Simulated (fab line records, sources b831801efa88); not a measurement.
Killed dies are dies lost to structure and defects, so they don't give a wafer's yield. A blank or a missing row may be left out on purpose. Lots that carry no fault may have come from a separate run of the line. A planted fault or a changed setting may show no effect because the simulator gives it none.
Which of the tools did it? :: flow sky130 :: 14 lots, 42 wafers sampled, at 3 steps of a route of 708

## WHAT THE GAUGES READ, wafer by wafer
SKY_VIA2_CD_MEAS_12: target cd 200 nm.
lot: L203
measured: day 36 13:54
on: cd sem-01
cd nm (nm): 198.6 198.2 197.9

lot: L206
measured: day 37 12:05
on: cd sem-02
cd nm (nm): 199.9 199.4 199.1

lot: L207
measured: day 37 22:52
on: cd sem-02
cd nm (nm): 201.0 199.8 200.3

lot: L208
measured: day 38 10:16
on: cd sem-01
cd nm (nm): 199.3 198.9 198.7

lot: L210
measured: day 38 22:37
on: cd sem-02
cd nm (nm): 201.9 200.9 200.2

lot: L211
measured: day 39 01:45
on: cd sem-01
cd nm (nm): 198.9 198.3 198.1

lot: L212
measured: day 39 15:08
on: cd sem-01
cd nm (nm): 200.2 199.5 199.4

lot: L214
measured: day 39 19:50
on: cd sem-02
cd nm (nm): 199.8 199.9 198.6

lot: L213
measured: day 39 20:34
on: cd sem-02
cd nm (nm): 201.6 200.4 202.6

lot: L216
measured: day 40 10:18
on: cd sem-02
cd nm (nm): 199.8 198.5 199.5

lot: L217
measured: day 41 01:33
on: cd sem-02
cd nm (nm): 202.7 201.5 202.9

lot: L223
measured: day 42 21:50
on: cd sem-01
cd nm (nm): 199.9 201.3 201.1

lot: L224
measured: day 43 05:03
on: cd sem-01
cd nm (nm): 198.1 198.1 199.2

lot: L225
measured: day 43 07:20
on: cd sem-01
cd nm (nm): 199.1 198.3 198.4

SKY_METAL3_CD_MEAS_13: target cd 300 nm.
lot: L203
measured: day 38 18:57
on: cd sem-02
cd nm (nm): 300.2 299.6 299.6

lot: L206
measured: day 39 16:46
on: cd sem-02
cd nm (nm): 300.9 300.8 300.1

lot: L207
measured: day 40 03:04
on: cd sem-01
cd nm (nm): 296.9 296.9 296.8

lot: L208
measured: day 40 13:22
on: cd sem-02
cd nm (nm): 300.2 299.5 299.8

lot: L210
measured: day 41 02:29
on: cd sem-01
cd nm (nm): 300.0 301.4 301.3

lot: L211
measured: day 41 03:54
on: cd sem-01
cd nm (nm): 300.8 300.8 300.0

lot: L212
measured: day 41 17:15
on: cd sem-01
cd nm (nm): 299.4 297.4 300.1

lot: L214
measured: day 41 21:49
on: cd sem-02
cd nm (nm): 301.0 299.3 300.8

lot: L213
measured: day 41 23:40
on: cd sem-01
cd nm (nm): 299.6 300.4 300.0

lot: L216
measured: day 42 14:11
on: cd sem-02
cd nm (nm): 299.8 298.6 299.4

lot: L217
measured: day 43 04:08
on: cd sem-02
cd nm (nm): 300.0 299.6 300.0

lot: L223
measured: day 44 21:11
on: cd sem-01
cd nm (nm): 300.8 300.2 299.5

lot: L224
measured: day 45 03:19
on: cd sem-02
cd nm (nm): 300.0 299.8 300.2

lot: L225
measured: day 45 06:10
on: cd sem-02
cd nm (nm): 299.0 298.6 296.9

## WHICH TOOL RAN EACH LOT (tool, then ch and the chambers of the sampled wafers, then the start)
lot: L203
SKY_METAL3_SPUTTER_00: pvd sputter-04, day 36 15:25

lot: L206
SKY_METAL3_SPUTTER_00: pvd sputter-04, day 37 13:37

lot: L207
SKY_METAL3_SPUTTER_00: pvd sputter-04, day 38 00:23

lot: L208
SKY_METAL3_SPUTTER_00: pvd sputter-02, day 38 11:59

lot: L210
SKY_METAL3_SPUTTER_00: pvd sputter-02, day 39 00:09

lot: L211
SKY_METAL3_SPUTTER_00: pvd sputter-02, day 39 03:16

lot: L212
SKY_METAL3_SPUTTER_00: pvd sputter-02, day 39 16:39

lot: L214
SKY_METAL3_SPUTTER_00: pvd sputter-04, day 39 21:22

lot: L213
SKY_METAL3_SPUTTER_00: pvd sputter-04, day 39 22:06

lot: L216
SKY_METAL3_SPUTTER_00: pvd sputter-01, day 40 11:54

lot: L217
SKY_METAL3_SPUTTER_00: pvd sputter-04, day 41 03:07

lot: L223
SKY_METAL3_SPUTTER_00: pvd sputter-02, day 42 23:23

lot: L224
SKY_METAL3_SPUTTER_00: pvd sputter-01, day 43 06:39

lot: L225
SKY_METAL3_SPUTTER_00: pvd sputter-04, day 43 08:53
- SKY_METAL3_SPUTTER_00: material Ti, target thk 15 nm, time 10 s.

## WHAT THE TOOLS THEMSELVES READ (means of the sampled wafers that have a number; where no wafer has one, the mark that the record gives instead)
SKY_METAL3_SPUTTER_00.
lot: L203
tool: pvd sputter-04
throttle valve pct (%): 29.9

lot: L206
tool: pvd sputter-04
throttle valve pct (%): 29.4

lot: L207
tool: pvd sputter-04
throttle valve pct (%): 28.8

lot: L208
tool: pvd sputter-02
throttle valve pct (%): 29.8

lot: L210
tool: pvd sputter-02
throttle valve pct (%): 29.6

lot: L211
tool: pvd sputter-02
throttle valve pct (%): 29.6

lot: L212
tool: pvd sputter-02
throttle valve pct (%): 29.5

lot: L214
tool: pvd sputter-04
throttle valve pct (%): 30.3

lot: L213
tool: pvd sputter-04
throttle valve pct (%): 29.5

lot: L216
tool: pvd sputter-01
throttle valve pct (%): 30.3

lot: L217
tool: pvd sputter-04
throttle valve pct (%): 30.7

lot: L223
tool: pvd sputter-02
throttle valve pct (%): 29.7

lot: L224
tool: pvd sputter-01
throttle valve pct (%): 29.3

lot: L225
tool: pvd sputter-04
throttle valve pct (%): 30.0

## THE ANSWER, worked out from the rows above alone
Rule: the usual values come from the lots themselves. Put in order of their means at a reading, lots are off if they are a third of the lots or fewer, leave a main group of 4 or more, and stand apart from it by a gap of 3 or more times the standard deviation of the main group's means; of several such gaps the widest counts. If all means in a main group match to the digits the tables above print for the reading, that group is not used. Also off: a lot with no number at a reading for which 4 or more lots have one. The other lots that the step has rows for count as sound. After the gauges, taken in route order, come the tools' own readings; for these a lot's mean is taken, as printed above. The first step at which some lot is off is used, and at that step the reading that is off furthest; a lot without a number counts as furthest.
No lot is off at any reading shown: from this, nothing can be told.

## WHAT THE SIMULATOR PUT IN
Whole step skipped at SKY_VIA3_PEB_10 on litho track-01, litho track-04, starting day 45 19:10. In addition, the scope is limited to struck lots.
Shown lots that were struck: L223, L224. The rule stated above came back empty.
